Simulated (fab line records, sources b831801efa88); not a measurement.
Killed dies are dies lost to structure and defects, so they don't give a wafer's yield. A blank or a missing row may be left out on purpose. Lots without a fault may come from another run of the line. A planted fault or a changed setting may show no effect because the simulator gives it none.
Chamber matching | flow sky130 | SKY_VIA1_CMP_02 on cmp-02: 4 sister chambers
The step polishes SiO2. 4 wafers are shown with their chamber, then 12 later ones without.

WAFERS WITH THEIR CHAMBER
wafer  | chamber | motor_current_A (A)
L088.1 | 3       | 11.2
L088.6 | 2       | 12.4
L089.3 | 1       | 10.1
L089.6 | 0       | 11.9

WAFERS WITHOUT THEIR CHAMBER
wafer  | motor_current_A (A)
L090.2 | 10.3
L090.3 | 11.5
L090.6 | 11.4
L091.1 | 10.2
L091.2 | 13.4
L091.4 | 12.4
L094.1 | 10.0
L094.2 | 12.4
L094.3 | 10.7
L094.4 | 13.0
L094.5 | 9.6
L094.6 | 12.7

WHICH CHAMBER EACH WENT THROUGH
wafer  | from the rows above          | in truth
L090.2 | can't be placed: 1 or 3      | 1
L090.3 | can't be placed: 3 or 0 or 2 | 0
L090.6 | can't be placed: 3 or 0 or 2 | 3
L091.1 | 1                            | 1
L091.2 | can't be placed: 2 or 0      | 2
L091.4 | can't be placed: 2 or 0      | 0
L094.1 | 1                            | 1
L094.2 | can't be placed: 2 or 0      | 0
L094.3 | can't be placed: 3 or 1 or 0 | 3
L094.4 | can't be placed: 2 or 0      | 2
L094.5 | 1                            | 1
L094.6 | can't be placed: 2 or 0      | 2
Placed correctly: 3 of 12. Can't be placed from these rows: 9 (the true chamber is among the candidates in 9). Placed wrongly: 0.
How it was worked out, from the rows above alone: a wafer's distance from a chamber is the root of the sum, over the readings, of the square of ((its reading less the chamber's mean) divided by the reading's scatter). The wafer belongs to the nearest chamber; if the next one is less than 2 further off, it can't be placed. A chamber's mean is the mean of its shown wafers. The scatter: with one shown wafer a chamber, the root of the mean of the squares of how far each hidden wafer lies from its nearest shown one.
